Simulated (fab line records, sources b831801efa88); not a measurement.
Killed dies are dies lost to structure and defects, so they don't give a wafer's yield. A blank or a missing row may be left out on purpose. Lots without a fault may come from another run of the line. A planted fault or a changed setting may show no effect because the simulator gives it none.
fab line records | flow sky130
record lots=6 wafers=18 last_day=50
route steps=708 shown VT_ADJUST_LVTN@104 VT_ADJUST_NCORE@119 PAD_OPEN@708
lots that met no fault: from a run of the same line without faults
start_h: hours from the record's first day to the start of the lot's first wafer shown | wait_h: hours since the lot's step before | " the same as in the row above | L1.1+2: a row that stands for several wafers | - no value, or no start given | * or withheld: withheld | < > ~ a bound
route shown NAME@n: a module of which the file shows steps, and the number in the route of the first | usual: mean/standard deviation of fault-free wafers | same: alike in all rows | chamber/n: place in a boat | sites: the reading at each site | _std_site: their standard deviation | _edge_site: outer sites' mean less inner sites' | radius_mm: how far each site lies from the wafer's centre | mask NAME#n: copy n | behind: the tool/chamber that last shaped the wafer | hold: why the lot was held/for how many hours/how that ended | device: the transistor (n, p or np) that didn't switch | end of line: the same wafers' tests at the end of the route | a step without rows: its recipe alone | killed: dies lost to structure and defects at the first sort, not the wafer's yield | map: a wafer's dies, x killed, . not, _ none there
set.NAME: the setting as run; set.NAME@STEP: as run at that earlier step | model.NAME: the simulator's own value behind a step, which no gauge read
lots at some steps of the route; a table a step, a row a wafer
services: from which hour (start_h, from the record's first day; less than 0 if before it) a tool's chamber was out of use, for how many hours, and why
## steps
# step SKY_VT_ADJUST_LVTN_OVL_MEAS_07
# usual VT_ADJUST_LVTN_OVL=-1.0/1.4
# columns lot.wafer tool chamber start_h wait_h VT_ADJUST_LVTN_OVL[nm]
L494.2 overlay-01 - 144.71 - 0.9
L494.4 " - " " -1.6
L494.6 " - " " 0.1
L501.2 overlay-02 - 187.21 - 0.4
L501.4 " - " " -2.1
L501.6 " - " " -2.6
L506.1 overlay-01 - 222.04 - -1.6
L506.3 " - " " -1.7
L506.6 " - " " -1.4
L509.1 overlay-01 - 246.24 - 0.0
L509.2 " - " " 0.8
L509.6 " - " " -0.1
L516.2 overlay-01 - 300.40 - -0.6
L516.3 " - " " 0.3
L516.4 " - " " 0.4
L517.1 overlay-02 - 307.50 - -1.8
L517.2 " - " " -2.5
L517.6 " - " " -2.5
# step SKY_VT_ADJUST_LVTN_IMPLANT_08
# recipe species=B energy_kev=30 dose_cm2=1.57e+12 tilt_deg=withheld
# step SKY_VT_ADJUST_LVTN_STRIP_09
# recipe chemistry=O2/N2 power_w=1400 pressure_mtorr=1500 platen_temp_c=withheld o2_flow_sccm=3000 n2_flow_sccm=300 overash_fraction=0.5
# usual chamber_pressure_mTorr=1500.0/1.4 drypump_motor_current_A=6.08/0.22 n2_flow_sccm=300.0/0.79 oes_product_au=0.723/0.0043 strip_time_to_endpoint_s=36.92/0.088
# columns lot.wafer tool chamber start_h wait_h chamber_pressure_mTorr drypump_motor_current_A n2_flow_sccm oes_product_au rf_hours_counter_h strip_time_to_endpoint_s
L494.2 plasma_asher-02 0 144.89 0.1 1498.7 6.09 301.3 0.728 34 36.86
L494.4 " 0 " " 1497.9 6.10 300.2 0.724 - 36.99
L494.6 " 1 " " 1499.4 6.32 299.2 0.724 - 37.00
L501.2 plasma_asher-04 1 187.39 0.1 1500.8 6.10 300.2 0.722 50 36.96
L501.4 " 1 " " 1500.0 6.10 300.0 0.716 - 37.03
L501.6 " 1 " " 1500.9 6.10 298.9 0.720 - 37.12
L506.1 plasma_asher-02 1 222.23 0.1 1497.5 6.33 299.9 0.723 42 36.98
L506.3 " 1 " " 1498.8 6.34 298.9 0.718 - 37.01
L506.6 " 1 " " 1499.3 6.34 299.1 0.730 - 36.96
L509.1 plasma_asher-03 0 246.43 0.1 1500.4 5.69 299.6 0.734 11 36.93
L509.2 " 1 " " 1500.1 6.19 299.3 0.725 11 36.99
L509.6 " 1 " " 1501.0 6.17 300.7 0.726 - 36.93
L516.2 plasma_asher-03 1 300.58 0.1 1500.7 6.19 300.0 0.725 17 36.96
L516.3 " 0 " " 1500.0 5.71 299.9 0.719 - 36.96
L516.4 " 1 " " 1499.4 6.19 299.7 0.719 - 36.98
L517.1 plasma_asher-04 0 307.69 0.1 1500.0 6.24 299.8 0.722 60 36.94
L517.2 " 1 " " 1499.1 6.11 299.3 0.724 60 36.88
L517.6 " 1 " " 1502.0 6.10 299.8 0.724 - 36.86
# step SKY_VT_ADJUST_LVTN_TW_MEAS_10
# usual VT_ADJUST_LVTN_TW=241.0/2.8
# columns lot.wafer tool chamber start_h wait_h VT_ADJUST_LVTN_TW
L494.2 film_metro-03 - 145.00 0.1 238.0
L494.4 " - " " 238.3
L494.6 " - " " 239.5
L501.2 film_metro-04 - 187.50 0.1 244.7
L501.4 " - " " 242.4
L501.6 " - " " 242.3
L506.1 film_metro-04 - 222.33 0.1 244.3
L506.3 " - " " 242.9
L506.6 " - " " 243.8
L509.1 film_metro-04 - 246.53 0.1 242.7
L509.2 " - " " 245.3
L509.6 " - " " 244.9
L516.2 film_metro-04 - 300.69 0.1 245.1
L516.3 " - " " 245.6
L516.4 " - " " 244.7
L517.1 film_metro-03 - 307.79 0.1 237.8
L517.2 " - " " 238.2
L517.6 " - " " 240.2
# step SKY_VT_ADJUST_LVTN_DEHYDRATE_11
# recipe temp_c=200 time_s=60
# step SKY_VT_ADJUST_LVTN_HMDS_12
# recipe prime_time_s=60 prime_temp_c=120
# step SKY_VT_ADJUST_LVTN_COAT_13
# recipe resist=NOVOLAK spin_rpm=3000 resist_thk_nm=1140
# step SKY_VT_ADJUST_LVTN_SOFTBAKE_14
# recipe temp_c=90 time_s=60 resist=NOVOLAK
# step SKY_VT_ADJUST_LVTN_EXPOSE_15
# recipe mask_id=HVN_STD_DERIVED na=0.6 source_shape=conventional sigma_outer=0.6 polarization=unpolarized target_cd_nm=600 dose_mj=163
# step SKY_VT_ADJUST_LVTN_PEB_16
# recipe temp_c=withheld time_s=* resist=NOVOLAK
# step SKY_VT_ADJUST_LVTN_DEVELOP_17
# recipe resist=NOVOLAK developer=TMAH develop_time_s=60 dev_temp_c=23
# step SKY_VT_ADJUST_LVTN_OVL_MEAS_18
# usual VT_ADJUST_LVTN_01_OVL=0.3/1.6
# columns lot.wafer tool chamber start_h wait_h VT_ADJUST_LVTN_01_OVL[nm]
L494.2 overlay-02 - 164.81 0.1 -2.4
L494.4 " - " " -1.6
L494.6 " - " " -2.7
L501.2 overlay-02 - 210.10 0.1 -1.1
L501.4 " - " " -2.4
L501.6 " - " " -1.6
L506.1 overlay-01 - 244.74 0.1 -0.3
L506.3 " - " " 1.3
L506.6 " - " " 0.1
L509.1 overlay-02 - 270.29 0.1 1.3
L509.2 " - " " 1.8
L509.6 " - " " 1.3
L516.2 overlay-02 - 326.60 0.1 0.4
L516.3 " - " " 0.0
L516.4 " - " " 2.0
L517.1 overlay-01 - 333.35 0.1 -0.1
L517.2 " - " " 2.6
L517.6 " - " " 0.3
# step SKY_VT_ADJUST_LVTN_IMPLANT_19
# recipe species=B energy_kev=30 dose_cm2=6.5e+11 tilt_deg=withheld
# usual beam_on_s=9.95/0.2 dose_ions_cm2=6.502e+11/7.2e+08 faraday_current_uA=3.68/0.073
# columns lot.wafer tool chamber start_h wait_h beam_on_s dose_ions_cm2 faraday_current_uA
L494.2 implanter-01 0 164.86 0.0 10.03 6.511e+11 3.66
L494.4 " 0 " " 9.85 6.516e+11 3.73
L494.6 " 0 " " 9.78 6.502e+11 3.74
L501.2 implanter-04 0 210.15 0.0 9.87 6.496e+11 3.73
L501.4 " 0 " " 10.26 6.498e+11 3.58
L501.6 " 0 " " 9.95 6.499e+11 3.69
L506.1 implanter-04 0 244.78 0.0 10.36 4.698e+11 2.55
L506.3 " 0 " " 9.84 4.698e+11 2.68
L506.6 " 0 " " 9.81 4.691e+11 2.69
L509.1 implanter-04 0 270.33 0.0 9.73 4.682e+11 2.70
L509.2 " 0 " " 9.85 4.695e+11 2.68
L509.6 " 0 " " 10.32 4.684e+11 2.55
L516.2 implanter-01 0 326.65 0.0 9.94 6.495e+11 3.69
L516.3 " 0 " " 10.10 6.479e+11 3.64
L516.4 " 0 " " 9.82 6.497e+11 3.73
L517.1 implanter-03 0 333.39 0.0 9.99 6.499e+11 3.68
L517.2 " 0 " " 9.83 6.499e+11 3.75
L517.6 " 0 " " 10.06 6.507e+11 3.64
# step SKY_VT_ADJUST_LVTN_STRIP_20
# recipe chemistry=O2/N2 power_w=1400 pressure_mtorr=1500 platen_temp_c=withheld o2_flow_sccm=3000 n2_flow_sccm=300 overash_fraction=0.5
# usual chamber_pressure_mTorr=1499.9/1.3 drypump_motor_current_A=6.12/0.19 n2_flow_sccm=300.0/0.83 oes_product_au=0.715/0.0045 strip_time_to_endpoint_s=14.16/0.039
# columns lot.wafer tool chamber start_h wait_h chamber_pressure_mTorr drypump_motor_current_A n2_flow_sccm oes_product_au rf_hours_counter_h strip_time_to_endpoint_s
L494.2 plasma_asher-02 0 164.99 0.1 1499.8 6.07 299.6 0.720 36 14.16
L494.4 " 1 " " 1498.8 6.35 299.0 0.712 - 14.18
L494.6 " 1 " " 1502.4 6.31 299.6 0.723 - 14.21
L501.2 plasma_asher-02 0 210.28 0.1 1500.7 6.11 299.4 0.721 41 14.19
L501.4 " 1 " " 1501.6 6.35 300.7 0.719 - 14.19
L501.6 " 0 " " 1499.2 6.09 299.5 0.718 - 14.17
L506.1 plasma_asher-03 0 244.93 0.1 1499.9 5.70 298.6 0.717 11 14.20
L506.3 " 0 " " 1502.1 5.70 299.1 0.705 - 14.17
L506.6 " 1 " " 1500.3 6.18 300.0 0.725 - 14.18
L509.1 plasma_asher-03 0 270.48 0.1 1499.5 5.71 298.9 0.716 14 14.17
L509.2 " 1 " " 1498.1 6.19 300.1 0.722 14 14.17
L509.6 " 1 " " 1500.1 6.20 299.4 0.714 - 14.16
L516.2 plasma_asher-03 1 326.78 0.1 1500.9 6.18 299.5 0.716 19 14.17
L516.3 " 1 " " 1498.8 6.19 297.5 0.719 - 14.08
L516.4 " 0 " " 1498.0 5.72 300.8 0.718 - 14.14
L517.1 plasma_asher-03 0 333.54 0.1 1501.2 5.72 299.9 0.708 20 14.18
L517.2 " 1 " " 1499.5 6.18 299.7 0.709 20 14.20
L517.6 " 1 " " 1500.5 6.18 299.8 0.719 - 14.18
# step SKY_VT_ADJUST_LVTN_TW_MEAS_21
# usual VT_ADJUST_LVTN_2_TW=187.5/2.2
# columns lot.wafer tool chamber start_h wait_h VT_ADJUST_LVTN_2_TW
L494.2 film_metro-02 - 165.10 0.1 184.8
L494.4 " - " " 184.7
L494.6 " - " " 183.6
L501.2 film_metro-04 - 210.39 0.1 190.5
L501.4 " - " " 189.6
L501.6 " - " " 190.7
L506.1 film_metro-03 - 245.03 0.1 169.4
L506.3 " - " " 170.2
L506.6 " - " " 170.1
L509.1 film_metro-04 - 270.58 0.1 173.4
L509.2 " - " " 175.2
L509.6 " - " " 174.4
L516.2 film_metro-03 - 326.89 0.1 185.3
L516.3 " - " " 185.6
L516.4 " - " " 184.4
L517.1 film_metro-04 - 333.64 0.1 188.8
L517.2 " - " " 189.2
L517.6 " - " " 189.2
# step SKY_VT_ADJUST_NCORE_DEHYDRATE_00
# recipe temp_c=200 time_s=60
# step SKY_PAD_OPEN_PROBE_99
# usual killed_at_M0_to_M3=43/6.8 killed_at_M4_up=3.3/2.1 killed_at_contacts=24/5 killed_at_front_end=15/4.4 killed_at_other=0.3/0.57 killed_dies=86/9.7 killed_open=47/7.3 killed_short=39/6.1
# same gross_dies=492 killed_at_back_side=0
# columns lot.wafer tool chamber start_h wait_h killed_at_M0_to_M3 killed_at_M4_up killed_at_contacts killed_at_front_end killed_at_other killed_dies killed_open killed_short model.etest.res_pwell_under_gate.rs_ohm_sq model.etest.nfet_g5v0d10v5.body_rise_v model.etest.nfet_16v.body_rise_v model.etest.nfet_g5v0d10v5.vt_sat_v model.etest.nfet_g5v0d10v5.vt_v model.etest.nfet_16v.vt_v model.etest.nfet_g5v0d10v5.vt_long_v
L494.2 prober-02 - 1078.57 0.1 40 5 32 12 0 89 55 34 2304 0.6639 0.6541 0.7693 0.8245 0.7634 0.8058
L494.4 prober-02 - 1078.67 0.2 22 3 26 23 0 74 45 29 2276 0.6802 0.671 0.7807 0.836 0.7802 0.8252
L494.6 prober-02 - 1078.77 0.2 46 2 16 24 0 88 46 42 2291 0.6715 0.6639 0.7803 0.8357 0.7708 0.8181
L501.2 prober-01 - 1128.82 0.1 43 4 18 12 0 77 35 41 2261 0.6654 0.657 0.7604 0.8214 0.7624 0.8046
L501.4 prober-01 - 1128.92 0.2 42 2 18 18 0 80 42 37 2258 0.6644 0.6558 0.759 0.8194 0.7631 0.803
L501.6 prober-01 - 1129.02 0.2 39 1 21 7 0 68 43 25 2274 0.66 0.6507 0.745 0.8073 0.7589 0.8012
L506.1 prober-02 - 1150.95 0.1 44 7 23 27 0 101 56 45 2308 0.651 0.6434 0.7402 0.8077 0.7553 0.8033
L506.3 prober-02 - 1151.05 0.2 45 1 28 15 1 90 47 43 2298 0.6559 0.6479 0.7506 0.8169 0.7677 0.816
L506.6 prober-02 - 1151.20 0.2 38 6 21 13 0 78 43 35 2328 0.651 0.6424 0.7457 0.8111 0.7597 0.8074
L509.1 prober-01 - 1169.18 0.1 49 2 15 14 0 80 43 37 2318 0.6557 0.6457 0.7507 0.8187 0.7706 0.8145
L509.2 prober-01 - 1169.23 0.1 51 1 23 7 1 83 51 31 2318 0.6593 0.6534 0.7455 0.8147 0.7741 0.8197
L509.6 prober-01 - 1169.43 0.2 46 2 19 17 0 84 52 32 2323 0.6651 0.657 0.7543 0.822 0.7761 0.8227
L516.2 prober-02 - 1204.08 0.1 47 3 26 17 0 93 46 47 2298 0.6857 0.6762 0.7593 0.8181 0.7619 0.8087
L516.3 prober-02 - 1204.13 0.2 43 0 27 10 0 80 36 44 2276 0.6804 0.6724 0.7604 0.8161 0.7589 0.8037
L516.4 prober-02 - 1204.18 0.2 40 1 31 19 0 91 50 41 2288 0.6835 0.6744 0.7569 0.8156 0.7669 0.8153
L517.1 prober-01 - 1206.46 0.1 42 2 19 22 0 85 41 43 2261 0.6721 0.6626 0.7726 0.8293 0.7658 0.8083
L517.2 prober-01 - 1206.51 0.1 43 1 31 17 0 92 47 43 2275 0.6722 0.6628 0.7641 0.8215 0.7646 0.8073
L517.6 prober-01 - 1206.71 0.2 38 0 26 21 1 86 47 38 2269 0.6788 0.6739 0.7663 0.8295 0.7735 0.8173
# killed by level:class
L494.2 CONTACT:geometric_particle:open=12 VIA2:geometric_particle:open=11 VIA1:geometric_particle:open=10 LI_CONTACT:geometric_particle:open=8 FIELD_ISO:geometric_particle:short=6 METAL4:geometric_particle:short=5 METAL1:geometric_particle:short=5 CONTACT:geometric_particle:short=4
L494.4 CONTACT:geometric_particle:open=10 POLY_GATE:geometric_particle:open=6 LI_CONTACT:geometric_particle:open=6 POLY_GATE:geometric_particle:short=5 VIA3:geometric_particle:open=5 FIELD_ISO:geometric_particle:open=4 LOCAL_INTERCONNECT:geometric_particle:short=4 VIA1:geometric_particle:open=4
L494.6 VIA1:geometric_particle:open=10 VIA3:geometric_particle:open=9 FIELD_ISO:geometric_particle:short=8 LI_CONTACT:geometric_particle:open=6 FIELD_ISO:geometric_particle:open=5 POLY_GATE:geometric_particle:open=5 POLY_GATE:geometric_particle:short=5 CONTACT:geometric_particle:open=5
L501.2 CONTACT:geometric_particle:open=6 METAL2:geometric_particle:short=6 VIA2:geometric_particle:short=6 VIA3:geometric_particle:open=5 METAL1:geometric_particle:short=5 FIELD_ISO:geometric_particle:open=4 LI_CONTACT:geometric_particle:short=4 LOCAL_INTERCONNECT:geometric_particle:short=4
L501.4 LI_CONTACT:geometric_particle:open=7 VIA1:geometric_particle:open=7 VIA2:geometric_particle:open=7 POLY_GATE:geometric_particle:short=6 VIA3:geometric_particle:open=6 VIA2:geometric_particle:short=6 POLY_GATE:geometric_particle:open=5 METAL1:geometric_particle:short=5
L501.6 CONTACT:geometric_particle:open=11 VIA3:geometric_particle:open=9 VIA2:geometric_particle:open=7 VIA1:geometric_particle:open=6 LOCAL_INTERCONNECT:geometric_particle:short=4 METAL2:geometric_particle:short=4 FIELD_ISO:geometric_particle:open=3 VIA2:geometric_particle:short=3
L506.1 CONTACT:geometric_particle:open=12 POLY_GATE:geometric_particle:open=9 FIELD_ISO:geometric_particle:open=7 METAL4:geometric_particle:short=7 VIA1:geometric_particle:open=7 FIELD_ISO:geometric_particle:short=6 METAL1:geometric_particle:short=6 METAL2:geometric_particle:short=6
L506.3 CONTACT:geometric_particle:open=10 METAL2:geometric_particle:short=8 LI_CONTACT:geometric_particle:open=8 VIA3:geometric_particle:open=8 VIA1:geometric_particle:short=7 VIA1:geometric_particle:open=7 LOCAL_INTERCONNECT:geometric_particle:short=5 METAL1:geometric_particle:short=4
L506.6 VIA2:geometric_particle:open=10 CONTACT:geometric_particle:open=9 VIA1:geometric_particle:open=6 FIELD_ISO:geometric_particle:open=5 LI_CONTACT:geometric_particle:open=5 METAL1:geometric_particle:short=4 VIA3:geometric_particle:short=4 POLY_GATE:geometric_particle:open=3
L509.1 VIA2:geometric_particle:open=10 VIA1:geometric_particle:open=8 METAL1:geometric_particle:short=6 VIA1:geometric_particle:short=6 VIA3:geometric_particle:open=6 LI_CONTACT:geometric_particle:open=5 CONTACT:geometric_particle:open=5 METAL2:geometric_particle:short=5
L509.2 VIA1:geometric_particle:open=16 CONTACT:geometric_particle:open=11 VIA2:geometric_particle:open=8 VIA1:geometric_particle:short=7 METAL2:geometric_particle:short=6 CONTACT:geometric_particle:short=5 VIA3:geometric_particle:open=5 LI_CONTACT:geometric_particle:open=4
L509.6 VIA1:geometric_particle:open=14 CONTACT:geometric_particle:open=10 POLY_GATE:geometric_particle:open=7 VIA1:geometric_particle:short=7 VIA3:geometric_particle:open=7 METAL1:geometric_particle:short=5 FIELD_ISO:geometric_particle:short=3 LI_CONTACT:geometric_particle:open=3
L516.2 CONTACT:geometric_particle:open=8 LI_CONTACT:geometric_particle:open=7 CONTACT:geometric_particle:short=7 VIA1:geometric_particle:open=7 VIA2:geometric_particle:open=7 VIA3:geometric_particle:open=7 POLY_GATE:geometric_particle:short=5 VIA3:geometric_particle:short=5
L516.3 VIA1:geometric_particle:short=9 CONTACT:geometric_particle:short=7 CONTACT:geometric_particle:open=7 LOCAL_INTERCONNECT:geometric_particle:short=6 VIA1:geometric_particle:open=6 VIA2:geometric_particle:open=6 FIELD_ISO:geometric_particle:open=5 LI_CONTACT:geometric_particle:open=5
L516.4 LI_CONTACT:geometric_particle:open=14 VIA2:geometric_particle:short=9 VIA1:geometric_particle:open=8 FIELD_ISO:geometric_particle:open=7 CONTACT:geometric_particle:open=6 CONTACT:geometric_particle:short=5 VIA3:geometric_particle:open=5 METAL2:geometric_particle:short=4
L517.1 VIA3:geometric_particle:open=9 CONTACT:geometric_particle:open=9 METAL1:geometric_particle:short=9 FIELD_ISO:geometric_particle:short=8 VIA1:geometric_particle:open=6 VIA2:geometric_particle:open=6 POLY_GATE:geometric_particle:short=5 POLY_GATE:geometric_particle:open=5
L517.2 CONTACT:geometric_particle:open=13 CONTACT:geometric_particle:short=9 VIA1:geometric_particle:open=8 FIELD_ISO:geometric_particle:short=7 VIA3:geometric_particle:short=6 LI_CONTACT:geometric_particle:open=6 VIA2:geometric_particle:open=6 METAL1:geometric_particle:short=5
L517.6 LI_CONTACT:geometric_particle:open=9 VIA1:geometric_particle:open=9 CONTACT:geometric_particle:open=7 VIA2:geometric_particle:short=6 VIA3:geometric_particle:open=5 METAL1:geometric_particle:short=5 POLY_GATE:geometric_particle:open=4 LOCAL_INTERCONNECT:geometric_particle:short=4
## services
# columns tool chamber start_h hours kind
plasma_asher-03 - 125.19 7.4 pm
implanter-04 - 149.99 5.5 repair
implanter-04 - 161.93 5.4 pm
plasma_asher-04 - 197.05 28.1 pm
plasma_asher-03 - 229.38 14.1 repair
implanter-01 - 235.98 5.3 repair
implanter-04 - 262.56 2.2 repair
implanter-03 - 290.48 4.1 pm
implanter-03 - 295.43 5.0 repair
## key
first_sign step=SKY_VT_ADJUST_LVTN_IMPLANT_19 reading=dose_ions_cm2 direction=down sigmas=99+ usual=* struck=*
effect step=SKY_VT_ADJUST_LVTN_IMPLANT_19 reading=faraday_current_uA direction=down sigmas=14 usual=3.68 struck=2.64
effect step=SKY_VT_ADJUST_LVTN_TW_MEAS_21 reading=VT_ADJUST_LVTN_2_TW direction=down sigmas=6.9 usual=187.5 struck=172.1
model_effect step=SKY_PAD_OPEN_PROBE_99 value=etest.res_pwell_under_gate.rs_ohm_sq without=2281 struck=2315
met_at SKY_VT_ADJUST_LVTN_IMPLANT_19
struck_wafers L506.1,L506.3,L506.6,L509.1,L509.2,L509.6
tester_left_out L506,L509
onset_between 210.15 244.78
fault kind=process_parameter_drift tool=implanter-04 chamber=- onset_h=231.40 steps=SKY_VT_ADJUST_LVTN_IMPLANT_19 channel=dose_cm2 offset=* shape=step end_h=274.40 acts_in=* stated=*
# tester_left_out: of these lots the tester's yield and bins aren't shown, on N5 and GAA mostly nor the transistor test; their killed dies are dies lost to structure and defects alone, not to doping, threshold or leakage, so they don't give the yield
